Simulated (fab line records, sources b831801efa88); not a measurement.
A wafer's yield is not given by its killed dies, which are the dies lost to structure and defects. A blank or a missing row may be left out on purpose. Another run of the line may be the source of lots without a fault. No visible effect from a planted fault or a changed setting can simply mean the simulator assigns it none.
fab line records	flow sky130
record lots=6	wafers=18	last-day=49
route steps=708 shown FIELD_ISO@13 PAD_OPEN@708
lots with no fault: from the same line, run without faults
start-h: start of the lot's first displayed wafer, in hours after the record's first day	wait-h: how many hours have passed since the lot's step before this one	" unchanged from the row above	L1.1+2: a row that stands for several wafers	- no value, or no start given	* or withheld: withheld	< > ~ a bound
route shown NAME@n: names a module that has steps shown in the file, with the first one's number in the route	usual: mean/standard deviation of fault-free wafers	same: alike in all rows	chamber/n: place in a boat	sites: the reading at each site	_std_site: the values' standard deviation	_edge_site: outer sites' mean less inner sites'	radius-mm: for every site, how far away it sits from the centre of the wafer	mask NAME#n: copy n	behind: tool/chamber where the wafer was last shaped	hold: cause of the lot's hold/its duration in hours/its outcome	device: the n, p or np transistor that did not switch	end of line: the same wafers' tests at the end of the route	a step with no rows: only its recipe	killed: count of dies lost to structure and defects at first sort (not the wafer's yield)	map: the dies of a wafer, with x for killed, . for not killed, _ for no die there
set.NAME: setting as actually run; set.NAME@STEP: the setting as run at that earlier step	model.NAME: the simulator's own value behind a step, which no gauge read
lots seen at some steps along the route; tables by step, rows by wafer
services: from which hour (start-h, from the record's first day; less than 0 if before it) a tool's chamber was out of use, for how many hours, and why
## steps
# step SKY_FIELD_ISO_DEVELOP_12
# recipe develop-time-s=60	resist=KrF-thick	dev-temp-c=21
# step SKY_FIELD_ISO_CD_MEAS_13
# recipe target-cd-nm=150
# usual cd-nm=150.0/1.4
lot.wafer	tool	chamber	start-h	wait-h	cd-nm
L132.1	cd-sem-01	-	36.94	-	150.4
L132.2	"	-	"	"	150.5
L132.4	"	-	"	"	151.7
L138.3	cd-sem-01	-	66.70	-	149.4
L138.4	"	-	"	"	147.5
L138.6	"	-	"	"	147.0
L145.2	cd-sem-01	-	100.53	-	149.2
L145.5	"	-	"	"	149.7
L145.6	"	-	"	"	149.9
L146.1	cd-sem-01	-	106.04	-	151.3
L146.5	"	-	"	"	150.1
L146.6	"	-	"	"	151.3
L149.2	cd-sem-01	-	120.78	-	149.1
L149.4	"	-	"	"	149.4
L149.6	"	-	"	"	148.9
L150.1	cd-sem-01	-	129.14	-	150.0
L150.2	"	-	"	"	148.1
L150.5	"	-	"	"	149.8
# step SKY_FIELD_ISO_ETCH_14
# recipe chemistry=N2/H2	target=BARC	ion-energy-ev=200	source-w=500	bias-w=100	pressure-mtorr=30	n2-flow-sccm=100	h2-flow-sccm=200	stop-on=SiO2	time-s=45.9	target-depth-a=600
# usual drypump-motor-current-A=5.9/0.43	oes-product-au=0.855/0.0042	throttle-valve-pct=13.224/0.01
lot.wafer	tool	chamber	start-h	wait-h	drypump-motor-current-A	oes-product-au	rf-hours-counter-h	throttle-valve-pct
L132.1	rie-diel-01	0	37.06	0.1	6.6	0.847	119	13.226
L132.2	"	3	"	"	5.7	0.860	7	13.232
L132.4	"	1	"	"	6.0	0.856	83	13.225
L138.3	rie-diel-02	3	66.78	0.1	6.0	0.851	28	13.214
L138.4	"	2	"	"	5.8	0.858	83	13.248
L138.6	"	1	"	"	5.9	0.855	-	13.223
L145.2	rie-diel-02	1	100.63	0.1	5.9	0.850	22	13.236
L145.5	"	1	"	"	5.9	0.856	-	13.225
L145.6	"	0	"	"	6.0	0.852	-	13.224
L146.1	rie-diel-04	2	106.16	0.1	5.3	0.859	36	13.221
L146.5	"	0	"	"	5.6	0.844	-	13.223
L146.6	"	3	"	"	6.6	0.849	-	13.210
L149.2	rie-diel-04	2	120.88	0.1	5.3	0.863	36	13.221
L149.4	"	0	"	"	5.6	0.863	-	13.241
L149.6	"	2	"	"	5.3	0.849	-	13.233
L150.1	rie-diel-04	3	129.26	0.1	6.6	0.864	147	13.223
L150.2	"	0	"	"	5.6	0.858	132	13.232
L150.5	"	2	"	"	5.3	0.858	-	13.213
# step SKY_FIELD_ISO_ETCH_15
# recipe chemistry=CHF3/O2	target-depth-nm=180	stop-on=Si	source-w=600	bias-w=200	pressure-mtorr=40	chf3-flow-sccm=50	O2_flow_sccm=5	time-s=72
# usual drypump-motor-current-A=5.9/0.42	oes-product-au=0.948/0.0073	throttle-valve-pct=8.846/0.0093
lot.wafer	tool	chamber	start-h	wait-h	drypump-motor-current-A	oes-product-au	rf-hours-counter-h	throttle-valve-pct
L132.1	rie-diel-01	0	37.11	0.0	6.6	0.954	119	8.856
L132.2	"	3	"	"	5.7	0.948	7	8.854
L132.4	"	1	"	"	6.0	0.958	83	8.848
L138.3	rie-diel-02	3	66.82	0.0	6.0	0.952	28	8.831
L138.4	"	2	"	"	5.7	0.953	83	8.840
L138.6	"	1	"	"	5.9	0.943	-	8.842
L145.2	rie-diel-02	1	100.67	0.0	5.9	0.955	22	8.832
L145.5	"	1	"	"	5.9	0.949	-	8.838
L145.6	"	0	"	"	6.0	0.950	-	8.846
L146.1	rie-diel-04	2	106.21	0.0	5.3	0.945	36	8.859
L146.5	"	0	"	"	5.6	0.951	-	8.837
L146.6	"	3	"	"	6.6	0.943	-	8.844
L149.2	rie-diel-04	2	120.92	0.0	5.3	0.953	36	8.856
L149.4	"	0	"	"	5.6	0.949	-	8.827
L149.6	"	2	"	"	5.3	0.947	-	8.854
L150.1	rie-diel-04	3	129.31	0.0	6.6	0.948	147	8.847
L150.2	"	0	"	"	5.6	0.951	132	8.846
L150.5	"	2	"	"	5.3	0.952	-	8.830
# step SKY_FIELD_ISO_STRIP_16
# recipe chemistry=O2/N2	power-w=1400	pressure-mtorr=1500	platen-temp-c=withheld	o2-flow-sccm=3000	n2-flow-sccm=300	overash-fraction=0.5
# usual drypump-motor-current-A=6.10/0.28	oes-product-au=0.378/0.0047	strip-time-to-endpoint-s=3.55/0.035
lot.wafer	tool	chamber	start-h	wait-h	drypump-motor-current-A	oes-product-au	rf-hours-counter-h	strip-time-to-endpoint-s
L132.1	plasma-asher-04	0	37.16	0.0	6.46	0.376	33	3.49
L132.2	"	1	"	"	6.42	0.380	33	3.51
L132.4	"	0	"	"	6.44	0.375	-	3.57
L138.3	plasma-asher-04	1	66.91	0.1	6.45	0.384	-	3.52
L138.4	"	0	"	"	6.45	0.374	-	3.57
L138.6	"	1	"	"	6.44	0.371	-	3.49
L145.2	plasma-asher-01	0	100.72	0.0	5.88	0.385	43	3.53
L145.5	"	1	"	"	5.71	0.371	-	3.51
L145.6	"	0	"	"	5.87	0.377	-	3.55
L146.1	plasma-asher-03	1	106.26	0.0	6.32	0.377	30	3.54
L146.5	"	0	"	"	6.07	0.376	-	3.57
L146.6	"	1	"	"	6.32	0.379	-	3.51
L149.2	plasma-asher-01	1	120.97	0.0	5.70	0.385	45	3.56
L149.4	"	0	"	"	5.88	0.373	-	3.57
L149.6	"	0	"	"	5.86	0.380	-	3.60
L150.1	plasma-asher-03	1	129.36	0.0	6.30	0.372	33	3.51
L150.2	"	0	"	"	6.04	0.380	33	3.59
L150.5	"	1	"	"	6.30	0.385	-	3.60
# step SKY_FIELD_ISO_ETCH_17
# recipe target-depth-a=3420	mask-material=Si3N4	chemistry=HBr/Cl2/O2	target=Si	taper-deg=5	icp-w=600	bias-w=150	pressure-mtorr=15	HBr_flow_sccm=150	Cl2_flow_sccm=40	O2_flow_sccm=6	time-s=97.7
# usual HBr_flow_sccm=150.0/0.5	drypump-motor-current-A=5.7/0.41	oes-product-au=1.003/0.011	throttle-valve-pct=25.654/0.012
lot.wafer	tool	chamber	start-h	wait-h	HBr_flow_sccm	drypump-motor-current-A	oes-product-au	rf-hours-counter-h	throttle-valve-pct
L132.1	rie-si-02	1	37.26	0.1	148.9	5.0	0.989	129	25.670
L132.2	"	3	"	"	149.8	5.6	0.993	158	25.666
L132.4	"	2	"	"	149.3	6.1	1.025	-	25.640
L138.3	rie-si-02	2	66.98	0.0	149.5	6.1	1.008	58	25.650
L138.4	"	3	"	"	150.6	5.6	0.999	0	25.643
L138.6	"	1	"	"	149.9	5.0	0.976	-	25.672
L145.2	rie-si-02	1	100.82	0.1	150.0	5.0	0.981	130	25.670
L145.5	"	2	"	"	149.8	6.2	1.000	-	25.641
L145.6	"	3	"	"	150.4	5.6	1.000	-	25.638
L146.1	rie-si-02	0	106.36	0.1	150.5	5.5	1.000	58	25.647
L146.5	"	0	"	"	150.5	5.6	0.997	-	25.655
L146.6	"	3	"	"	149.4	5.6	1.003	-	25.636
L149.2	rie-si-02	0	121.07	0.1	150.3	5.5	1.002	58	25.682
L149.4	"	3	"	"	149.9	5.6	1.017	1	25.657
L149.6	"	3	"	"	150.3	5.5	1.005	-	25.642
L150.1	rie-si-02	1	129.46	0.1	150.2	5.0	0.984	130	25.667
L150.2	"	3	"	"	150.4	5.6	1.009	1	25.661
L150.5	"	0	"	"	150.0	5.5	0.991	-	25.671
# step SKY_FIELD_ISO_WET_ETCH_18
# recipe chemistry=H3PO4	target-depth-nm=25	temp-c=160	target=Si3N4	time-s=286
# step SKY_FIELD_ISO_CLEAN_19
# recipe chemistry=SC1/SC2	mix=1:4:20	temp-c=70	time-s=150
# step SKY_FIELD_ISO_CLEAN_20
# recipe chemistry=dHF	time-s=20	dilution=100:1
# step SKY_FIELD_ISO_WET_ETCH_21
# recipe chemistry=dHF	dilution=100:1	target-depth-nm=20	dry=ipa-marangoni	target=SiO2	temp-c=25	time-s=400
# step SKY_FIELD_ISO_OXIDATION_22
# recipe temp-c=950	ambient=O2	stabilise-s=600	purge-s=300	target-thk-a=100	ox-time-s=623
# step SKY_FIELD_ISO_THK_MEAS_23
# recipe reads=SiO2_of_FIELD_ISO_OXIDATION_22
# usual FIELD_ISO_OXIDATION_01_THK=9.94/0.16
lot.wafer	tool	chamber	start-h	wait-h	FIELD_ISO_OXIDATION_01_THK[nm]
L132.1	film-metro-03	-	43.03	0.0	9.79
L132.2	"	-	"	"	9.88
L132.4	"	-	"	"	9.61
L138.3	film-metro-04	-	68.53	0.0	9.96
L138.4	"	-	"	"	9.81
L138.6	"	-	"	"	9.86
L145.2	film-metro-04	-	106.25	0.0	9.83
L145.5	"	-	"	"	9.72
L145.6	"	-	"	"	9.90
L146.1	film-metro-03	-	111.57	0.0	9.92
L146.5	"	-	"	"	9.92
L146.6	"	-	"	"	9.90
L149.2	film-metro-03	-	123.79	0.0	10.02
L149.4	"	-	"	"	10.14
L149.6	"	-	"	"	9.85
L150.1	film-metro-03	-	130.98	0.0	10.04
L150.2	"	-	"	"	9.79
L150.5	"	-	"	"	9.94
# step SKY_FIELD_ISO_CVD_24
# recipe material=SiO2	target-thk-nm=595	temp-c=650	sigma-open-frac=0.3	time-s=99.2	sih4-flow-sccm=60	pressure-mtorr=6
# usual susceptor-temp-C=649.99/0.3
lot.wafer	tool	chamber	start-h	wait-h	susceptor-temp-C	model.SiO2_of_FIELD_ISO_CVD_24.thk-nm
L132.1	hdpcvd-02	1	43.09	0.1	649.82	603.6
L132.2	"	2	"	"	650.37	602.8
L132.4	"	0	"	"	650.04	597.6
L138.3	hdpcvd-01	0	68.57	0.0	650.00	596.8
L138.4	"	0	"	"	649.69	592.4
L138.6	"	1	"	"	650.03	595
L145.2	hdpcvd-02	1	106.30	0.0	650.07	1044
L145.5	"	0	"	"	649.94	1039
L145.6	"	2	"	"	650.01	1047
L146.1	hdpcvd-02	2	111.63	0.1	650.21	1038
L146.5	"	2	"	"	650.34	1036
L146.6	"	0	"	"	649.98	1031
L149.2	hdpcvd-01	1	123.84	0.0	650.20	594
L149.4	"	1	"	"	650.02	592.8
L149.6	"	1	"	"	650.22	598.3
L150.1	hdpcvd-01	1	131.04	0.1	649.89	598.8
L150.2	"	0	"	"	649.91	604.2
L150.5	"	2	"	"	649.38	593.2
# step SKY_FIELD_ISO_THK_MEAS_25
# recipe reads=SiO2_of_FIELD_ISO_CVD_24
# usual FIELD_ISO_CVD_24_THK=597/5.6
lot.wafer	tool	chamber	start-h	wait-h	hold	FIELD_ISO_CVD_24_THK[nm]
L132.1	film-metro-03	-	43.16	0.0	-	604
L132.2	"	-	"	"	-	603
L132.4	"	-	"	"	-	598
L138.3	film-metro-03	-	68.66	0.1	-	597
L138.4	"	-	"	"	-	593
L138.6	"	-	"	"	-	595
L145.2	film-metro-03	-	106.38	0.0	await-dispo/0.2h/release	1045
L145.5	"	-	"	"	await-dispo/0.2h/release	1038
L145.6	"	-	"	"	await-dispo/0.2h/release	1047
L145.2	film-metro-03	-	106.61	0.2	-	1044
L145.5	"	-	"	"	-	1038
L145.6	"	-	"	"	-	1047
L146.1	film-metro-04	-	111.70	0.0	await-dispo/0.2h/release	1038
L146.5	"	-	"	"	await-dispo/0.2h/release	1035
L146.6	"	-	"	"	await-dispo/0.2h/release	1031
L146.1	film-metro-04	-	111.93	0.2	-	1038
L146.5	"	-	"	"	-	1036
L146.6	"	-	"	"	-	1030
L149.2	film-metro-04	-	123.96	0.1	-	594
L149.4	"	-	"	"	-	593
L149.6	"	-	"	"	-	599
L150.1	film-metro-03	-	131.11	0.0	-	599
L150.2	"	-	"	"	-	604
L150.5	"	-	"	"	-	594
# step SKY_PAD_OPEN_PROBE_99
# usual defect-limited-yield=82.5/1.9	killed_at_M0_to_M3=43/7.6	killed_at_M4_up=2.9/1.7	killed-at-contacts=24/5.5	killed-at-front-end=15/4.2	killed-at-other=0.3/0.52	killed-dies=86/9.4	killed-open=47/7	killed-short=39/6.4	sort_bin_3_pad_short=0.9/0.4	sort_bin_5_function=10.3/1.6	sort_bin_6_memory=6.2/1.1	sort-n-pass=406/9.4	sort-yield-pct=82.5/1.9
# same gross-dies=492	killed-at-back-side=0	sort_bin_4_leakage[%]=0	sort_bin_8_speed[%]=0
lot.wafer	tool	chamber	start-h	wait-h	defect-limited-yield[%]	killed_at_M0_to_M3	killed_at_M4_up	killed-at-contacts	killed-at-front-end	killed-at-other	killed-dies	killed-open	killed-short	sort_bin_3_pad_short[%]	sort_bin_5_function[%]	sort_bin_6_memory[%]	sort-n-pass	sort-yield-pct[%]
L132.1	prober-02	-	1089.23	0.1	79.3	46	3	35	18	0	102	59	42	1.4	11.8	7.5	390	79.3
L132.2	prober-02	-	1089.28	0.1	81.1	52	4	25	11	1	93	51	40	1.0	12.0	5.9	399	81.1
L132.4	prober-02	-	1089.38	0.2	77.8	67	2	27	13	0	109	57	52	1.4	12.0	8.7	383	77.8
L138.3	prober-01	-	1121.08	0.2	82.9	46	4	16	17	1	84	39	44	1.0	10.4	5.7	408	82.9
L138.4	prober-01	-	1121.13	0.2	84.6	50	0	15	11	0	76	49	27	0.6	7.9	6.9	416	84.6
L138.6	prober-01	-	1121.23	0.2	86.4	35	4	20	8	0	67	32	35	0.6	6.5	6.5	425	86.4
L149.2	prober-02	-	1179.83	0.1	84.1	42	2	22	12	0	78	45	33	1.2	10.0	4.7	414	84.1
L149.4	prober-02	-	1179.93	0.2	83.3	36	2	27	17	0	82	47	35	0.8	9.6	6.3	410	83.3
L149.6	prober-02	-	1180.03	0.2	83.3	37	1	32	12	0	82	49	33	1.0	7.5	8.1	410	83.3
L150.1	prober-01	-	1185.35	0.1	79.5	41	3	28	28	1	101	53	48	1.0	12.0	7.5	391	79.5
L150.2	prober-01	-	1185.40	0.1	78.7	59	4	23	19	0	105	58	45	0.8	14.0	6.5	387	78.7
L150.5	prober-01	-	1185.55	0.2	82.9	45	3	20	16	0	84	46	38	1.0	9.1	6.9	408	82.9
# killed by level:class
L132.1 LI_CONTACT:geometric-particle:open=12 CONTACT:geometric-particle:open=11 VIA1:geometric-particle:open=10 VIA1:geometric-particle:short=7 VIA2:geometric-particle:open=6 FIELD_ISO:geometric-particle:short=5 POLY_GATE:geometric-particle:open=5 CONTACT:geometric-particle:short=5
L132.2 VIA1:geometric-particle:open=14 VIA3:geometric-particle:open=13 CONTACT:geometric-particle:open=11 METAL2:geometric-particle:short=8 FIELD_ISO:geometric-particle:short=4 VIA2:geometric-particle:open=4 LOCAL_INTERCONNECT:geometric-particle:short=4 CONTACT:geometric-particle:short=4
L132.4 VIA1:geometric-particle:open=17 VIA2:geometric-particle:open=10 METAL1:geometric-particle:short=9 VIA1:geometric-particle:short=9 CONTACT:geometric-particle:short=8 CONTACT:geometric-particle:open=8 LI_CONTACT:geometric-particle:open=7 VIA3:geometric-particle:short=6
L138.3 VIA3:geometric-particle:open=9 VIA1:geometric-particle:open=8 CONTACT:geometric-particle:short=6 METAL1:geometric-particle:short=6 VIA1:geometric-particle:short=6 VIA2:geometric-particle:open=6 FIELD_ISO:geometric-particle:short=5 POLY_GATE:geometric-particle:open=4
L138.4 VIA1:geometric-particle:open=17 VIA3:geometric-particle:open=8 VIA2:geometric-particle:open=7 METAL3:geometric-particle:short=5 LI_CONTACT:geometric-particle:open=4 CONTACT:geometric-particle:short=4 CONTACT:geometric-particle:open=4 METAL2:geometric-particle:short=3
L138.6 CONTACT:geometric-particle:open=9 METAL1:geometric-particle:short=6 METAL2:geometric-particle:short=6 VIA1:geometric-particle:open=6 CONTACT:geometric-particle:short=5 FIELD_ISO:geometric-particle:short=3 LI_CONTACT:geometric-particle:open=3 VIA2:geometric-particle:open=3
L149.2 VIA1:geometric-particle:open=11 CONTACT:geometric-particle:open=11 VIA1:geometric-particle:short=7 VIA3:geometric-particle:open=7 FIELD_ISO:geometric-particle:short=6 LOCAL_INTERCONNECT:geometric-particle:short=5 VIA2:geometric-particle:open=5 LI_CONTACT:geometric-particle:open=4
L149.4 VIA1:geometric-particle:open=10 CONTACT:geometric-particle:open=9 VIA2:geometric-particle:open=7 FIELD_ISO:geometric-particle:short=6 CONTACT:geometric-particle:short=6 LI_CONTACT:geometric-particle:open=5 VIA3:geometric-particle:open=5 FIELD_ISO:geometric-particle:open=4
L149.6 CONTACT:geometric-particle:open=14 VIA1:geometric-particle:open=11 LI_CONTACT:geometric-particle:open=7 VIA3:geometric-particle:short=5 METAL1:geometric-particle:short=5 LOCAL_INTERCONNECT:geometric-particle:short=4 CONTACT:geometric-particle:short=4 VIA1:geometric-particle:short=4
L150.1 POLY_GATE:geometric-particle:short=10 VIA1:geometric-particle:open=10 CONTACT:geometric-particle:open=9 LI_CONTACT:geometric-particle:open=8 VIA2:geometric-particle:short=6 POLY_GATE:geometric-particle:open=6 FIELD_ISO:geometric-particle:short=5 LOCAL_INTERCONNECT:geometric-particle:short=5
L150.2 VIA1:geometric-particle:open=19 VIA3:geometric-particle:open=13 LOCAL_INTERCONNECT:geometric-particle:short=8 VIA1:geometric-particle:short=8 VIA2:geometric-particle:open=6 FIELD_ISO:geometric-particle:open=5 METAL1:geometric-particle:short=5 LI_CONTACT:geometric-particle:open=4
L150.5 VIA1:geometric-particle:open=10 METAL1:geometric-particle:short=7 VIA1:geometric-particle:short=7 VIA3:geometric-particle:open=7 POLY_GATE:geometric-particle:open=6 CONTACT:geometric-particle:open=6 VIA2:geometric-particle:open=5 LOCAL_INTERCONNECT:geometric-particle:short=4
## services
tool	chamber	start-h	hours	kind
rie-diel-01	-	35.05	0.9	repair
rie-si-02	-	40.83	1.9	repair
rie-si-02	3	46.62	-	clean
rie-si-02	3	46.62	15.8	scheduled-down
rie-si-02	3	46.62	15.8	vent-cycle
plasma-asher-01	-	47.77	4.6	repair
hdpcvd-01	-	59.55	2.8	pm
hdpcvd-02	-	66.83	15.0	pm
hdpcvd-02	0	66.83	15.0	vent-cycle
hdpcvd-02	1	66.83	15.0	vent-cycle
hdpcvd-02	2	66.83	15.0	vent-cycle
rie-diel-01	3	79.01	5.8	repair
hdpcvd-02	0	81.83	-	clean
hdpcvd-01	1	89.59	16.0	repair
plasma-asher-04	-	93.58	14.6	pm
plasma-asher-01	-	95.47	3.2	repair
rie-diel-01	2	100.55	2.9	repair
hdpcvd-01	0	104.67	23.2	repair
rie-diel-04	1	107.21	5.2	repair
rie-diel-04	1	112.44	-	clean
rie-diel-04	1	112.44	23.5	scheduled-down
rie-diel-04	1	112.44	23.5	vent-cycle
rie-diel-04	-	115.36	2.8	pm
rie-diel-01	2	118.34	3.0	repair
## key
first-sign step=SKY_FIELD_ISO_THK_MEAS_25	reading=visit	direction=added
effect step=SKY_FIELD_ISO_THK_MEAS_25	reading=FIELD_ISO_CVD_24_THK	direction=up	sigmas=79	usual=597	struck=1039
model-effect step=SKY_FIELD_ISO_CVD_24	value=SiO2_of_FIELD_ISO_CVD_24.thk-nm	without=600.6	struck=1039
met-at SKY_FIELD_ISO_CVD_24
struck-wafers L145.2,L145.5,L145.6,L146.1,L146.5,L146.6
scrapped-behind SKY_FIELD_ISO_THK_MEAS_25 L145.2,L145.5,L145.6,L146.1,L146.5,L146.6
onset-between 43.09 106.30
fault kind=process-parameter-drift	tool=hdpcvd-02	chamber=-	onset-h=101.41	steps=SKY_FIELD_ISO_CVD_24	channel=target-thk-nm	offset=438.33	shape=step	end-h=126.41	acts-in=these-recipes-only	stated=595
